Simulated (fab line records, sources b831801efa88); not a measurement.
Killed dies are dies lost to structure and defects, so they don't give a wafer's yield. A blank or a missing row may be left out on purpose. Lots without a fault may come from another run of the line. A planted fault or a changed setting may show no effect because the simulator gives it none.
Which tool did it? | flow sfq_line | 14 lots, 42 wafers sampled, at 1 step of a route of 325

WHAT THE GAUGES READ, wafer by wafer
SFQ_I3_BOW_MEAS_922.
lot  | measured     | on            | I3_BOW (um)
L140 | day 44 12:26 | film_metro-04 | 6 8 8
L141 | day 44 15:26 | film_metro-01 | -9 2 -4
L142 | day 44 18:38 | film_metro-04 | 10 2 9
L143 | day 45 19:51 | film_metro-01 | 12 2 0
L144 | day 46 01:29 | film_metro-01 | 10 1 5
L145 | day 51 04:29 | film_metro-04 | 17 18 13
L148 | day 52 02:50 | film_metro-01 | 1 0 0
L149 | day 52 04:31 | film_metro-02 | 15 16 9
L150 | day 52 05:48 | film_metro-04 | -4 -4 3
L151 | day 52 10:32 | film_metro-02 | -4 -1 -2
L156 | day 53 02:56 | film_metro-04 | 28 24 22
L157 | day 53 04:29 | film_metro-02 | 3 6 15
L159 | day 53 08:57 | film_metro-04 | 6 2 2
L161 | day 53 11:57 | film_metro-04 | 10 1 -3

WHICH TOOL RAN EACH LOT (tool, then ch and the chambers of the sampled wafers, then the start)
The record holds no process step before these readings.

WHAT THE TOOLS THEMSELVES READ (means of the sampled wafers that have a number; where no wafer has one, the mark that the record gives instead)
The record holds no such reading with a usual standard deviation.

THE ANSWER, worked out from the rows above alone
Rule: what is usual is taken from the lots themselves. Put in order of their means at a reading, lots are off if they are a third of the lots or fewer, leave a main group of 4 or more, and stand apart from it by a gap of 3 or more times the standard deviation of the main group's means; of several such gaps the widest counts. A main group whose means are all the same, to the digits that the tables above print for the reading, isn't used. A lot without any number at a reading at which 4 lots or more have one is off too. The other lots that the step has rows for count as sound. The gauges are gone through in route order, then the tools' own readings, and for those a lot's mean is taken as printed above. The first step at which some lot is off is used, and at that step the reading that is off furthest; a lot without a number counts as furthest.
No lot is off at any reading shown: from this, nothing can be told.

WHAT THE SIMULATOR HAD PUT IN
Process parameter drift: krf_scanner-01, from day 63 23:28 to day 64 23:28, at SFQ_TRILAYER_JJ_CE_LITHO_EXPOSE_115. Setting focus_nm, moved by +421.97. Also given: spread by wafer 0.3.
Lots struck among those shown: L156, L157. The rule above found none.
